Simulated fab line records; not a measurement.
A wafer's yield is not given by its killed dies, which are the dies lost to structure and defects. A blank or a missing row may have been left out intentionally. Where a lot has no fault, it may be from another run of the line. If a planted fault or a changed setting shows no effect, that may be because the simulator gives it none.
Which tool did it? :: flow sky130 :: Sampling: 14 lots, 42 wafers, 3 of 708 route steps

## WHAT EACH GAUGE READ, for each wafer
SKY_NWELL_THK_MEAS_02.
lot: L540
measured: day 2 17:25
on: filmMetro-03
NWELL_OXIDATION_THK (nm): 9.59 9.68 9.69

lot: L541
measured: day 2 23:05
on: filmMetro-04
NWELL_OXIDATION_THK (nm): 9.66 9.57 9.66

lot: L542
measured: day 3 03:19
on: filmMetro-04
NWELL_OXIDATION_THK (nm): 9.83 9.93 10.08

lot: L543
measured: day 3 07:23
on: filmMetro-03
NWELL_OXIDATION_THK (nm): 9.84 9.90 9.80

lot: L544
measured: day 3 11:39
on: filmMetro-04
NWELL_OXIDATION_THK (nm): 9.75 9.86 9.56

lot: L545
measured: day 3 15:56
on: filmMetro-02
NWELL_OXIDATION_THK (nm): 10.05 9.97 10.08

lot: L546
measured: day 3 23:17
on: filmMetro-02
NWELL_OXIDATION_THK (nm): 10.00 10.03 10.16

lot: L547
measured: day 4 02:04
on: filmMetro-04
NWELL_OXIDATION_THK (nm): 10.02 9.89 10.04

lot: L555
measured: day 5 19:06
on: filmMetro-02
NWELL_OXIDATION_THK (nm): 10.15 10.14 10.25

lot: L556
measured: day 6 04:55
on: filmMetro-03
NWELL_OXIDATION_THK (nm): 9.88 9.76 9.76

lot: L558
measured: day 6 13:44
on: filmMetro-03
NWELL_OXIDATION_THK (nm): 9.66 9.55 9.76

lot: L560
measured: day 6 22:46
on: filmMetro-02
NWELL_OXIDATION_THK (nm): 10.06 10.06 9.98

lot: L561
measured: day 7 05:19
on: filmMetro-03
NWELL_OXIDATION_THK (nm): 9.67 9.69 9.63

lot: L562
measured: day 7 15:18
on: filmMetro-04
NWELL_OXIDATION_THK (nm): 10.19 9.98 10.24

SKY_NWELL_OVL_MEAS_23.
lot: L540
measured: day 5 12:35
on: overlay-02
NWELL_01_OVL (nm): -0.3 0.9 0.4

lot: L541
measured: day 5 17:44
on: overlay-02
NWELL_01_OVL (nm): 1.6 0.8 -0.1

lot: L542
measured: day 6 00:43
on: overlay-02
NWELL_01_OVL (nm): 0.4 1.5 -1.2

lot: L543
measured: day 6 02:37
on: overlay-02
NWELL_01_OVL (nm): 0.1 0.9 1.8

lot: L544
measured: day 6 10:32
on: overlay-02
NWELL_01_OVL (nm): -0.9 -2.2 -1.8

lot: L545
measured: day 6 14:59
on: overlay-01
NWELL_01_OVL (nm): -2.2 -0.2 0.2

lot: L546
measured: day 6 23:14
on: overlay-01
NWELL_01_OVL (nm): 1.7 -0.3 -1.7

lot: L547
measured: day 7 00:51
on: overlay-01
NWELL_01_OVL (nm): -1.1 0.6 -1.8

lot: L555
measured: day 9 01:11
on: overlay-01
NWELL_01_OVL (nm): -4.4 -1.8 -0.7

lot: L556
measured: day 9 13:37
on: overlay-01
NWELL_01_OVL (nm): -0.3 0.7 -0.6

lot: L558
measured: day 10 01:34
on: overlay-01
NWELL_01_OVL (nm): 2.0 1.1 1.0

lot: L560
measured: day 10 09:55
on: overlay-02
NWELL_01_OVL (nm): 2.7 2.1 2.0

lot: L561
measured: day 10 18:40
on: overlay-02
NWELL_01_OVL (nm): 0.2 0.9 -0.4

lot: L562
measured: day 11 06:07
on: overlay-01
NWELL_01_OVL (nm): -1.6 0.0 -1.3

## EACH LOT AND THE TOOL THAT RAN IT (in order: tool; ch and the chambers of the sampled wafers; start)
lot: L540
SKY_PWDE_DEVELOP_06: lithoTrack-03 ch 0, day 4 01:00

lot: L541
SKY_PWDE_DEVELOP_06: lithoTrack-03 ch 0, day 4 06:00

lot: L542
SKY_PWDE_DEVELOP_06: lithoTrack-03 ch 0, day 4 12:00

lot: L543
SKY_PWDE_DEVELOP_06: lithoTrack-02 ch 0, day 4 15:00

lot: L544
SKY_PWDE_DEVELOP_06: lithoTrack-03 ch 0, day 4 21:00

lot: L545
SKY_PWDE_DEVELOP_06: lithoTrack-04 ch 0, day 5 01:00

lot: L546
SKY_PWDE_DEVELOP_06: lithoTrack-04 ch 0, day 5 09:00

lot: L547
SKY_PWDE_DEVELOP_06: lithoTrack-03 ch 0, day 5 11:00

lot: L555
SKY_PWDE_DEVELOP_06: lithoTrack-02 ch 0, day 7 08:00

lot: L556
SKY_PWDE_DEVELOP_06: lithoTrack-02 ch 0, day 7 19:00

lot: L558
SKY_PWDE_DEVELOP_06: lithoTrack-03 ch 0, day 8 04:00

lot: L560
SKY_PWDE_DEVELOP_06: lithoTrack-03 ch 0, day 8 13:00

lot: L561
SKY_PWDE_DEVELOP_06: lithoTrack-04 ch 0, day 8 21:00

lot: L562
SKY_PWDE_DEVELOP_06: lithoTrack-03 ch 0, day 9 07:00
- SKY_PWDE_DEVELOP_06: develop time 60 s.

## WHAT THE TOOLS THEMSELVES READ (means of the sampled wafers that have a number; where no wafer has one, the mark that the record gives instead)
SKY_PWDE_DEVELOP_06.
lot: L540
tool: lithoTrack-03
developerTempC (C): 22.98

lot: L541
tool: lithoTrack-03
developerTempC (C): 22.92

lot: L542
tool: lithoTrack-03
developerTempC (C): 22.92

lot: L543
tool: lithoTrack-02
developerTempC (C): 23.01

lot: L544
tool: lithoTrack-03
developerTempC (C): 22.96

lot: L545
tool: lithoTrack-04
developerTempC (C): 22.94

lot: L546
tool: lithoTrack-04
developerTempC (C): 22.97

lot: L547
tool: lithoTrack-03
developerTempC (C): 23.07

lot: L555
tool: lithoTrack-02
developerTempC (C): 23.92

lot: L556
tool: lithoTrack-02
developerTempC (C): 23.92

lot: L558
tool: lithoTrack-03
developerTempC (C): 23.03

lot: L560
tool: lithoTrack-03
developerTempC (C): 23.08

lot: L561
tool: lithoTrack-04
developerTempC (C): 22.97

lot: L562
tool: lithoTrack-03
developerTempC (C): 23.15

## THE ANSWER, worked out from the rows above alone
Rule: usual is defined by the lots themselves. The widest of any qualifying gaps counts: lots, ordered by their means at a reading, are off when they make up no more than a third of the lots, leave a main group of 4 or more, and stand apart from it by 3 or more times the standard deviation of that group's means. A main group is skipped when, at the precision printed for the reading in the tables above, its means are all equal. A lot without any number at a reading at which 4 lots or more have one is off too. Any other lot the step has rows for is counted as sound. After the gauges, taken in route order, come the tools' own readings; for these a lot's mean is taken, as printed above. At the first step where some lot is off, the reading lying furthest off is the one used; lots without a number count as furthest.
Off: L555, L556, at SKY_PWDE_DEVELOP_06 (developerTempC). Mean 23.00 C and standard deviation 0.068 in the main group.
If a tool, at that step or one of the process steps before it, ran each lot that is off and ran no sound lot following the first of them, it fits. One fits: lithoTrack-02 at SKY_PWDE_DEVELOP_06. Its last sound lot is L543 (day 4 15:00), its first lot that is off L555 (day 7 08:00): a fault that began between those two fits.
The tool's own readings at SKY_PWDE_DEVELOP_06 bear it out: on the lots that are off they differ by more than 5 times the standard deviation of the sound lots' means. developerTempC reads 23.92 C there against 23.00 C on the sound lots.

## WHAT HAD BEEN PUT IN BY THE SIMULATOR
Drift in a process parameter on lithoTrack-02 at SKY_PWDE_DEVELOP_06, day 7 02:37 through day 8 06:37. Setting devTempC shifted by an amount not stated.
Struck lots among those shown: L555, L556. The rule given above showed the same thing.
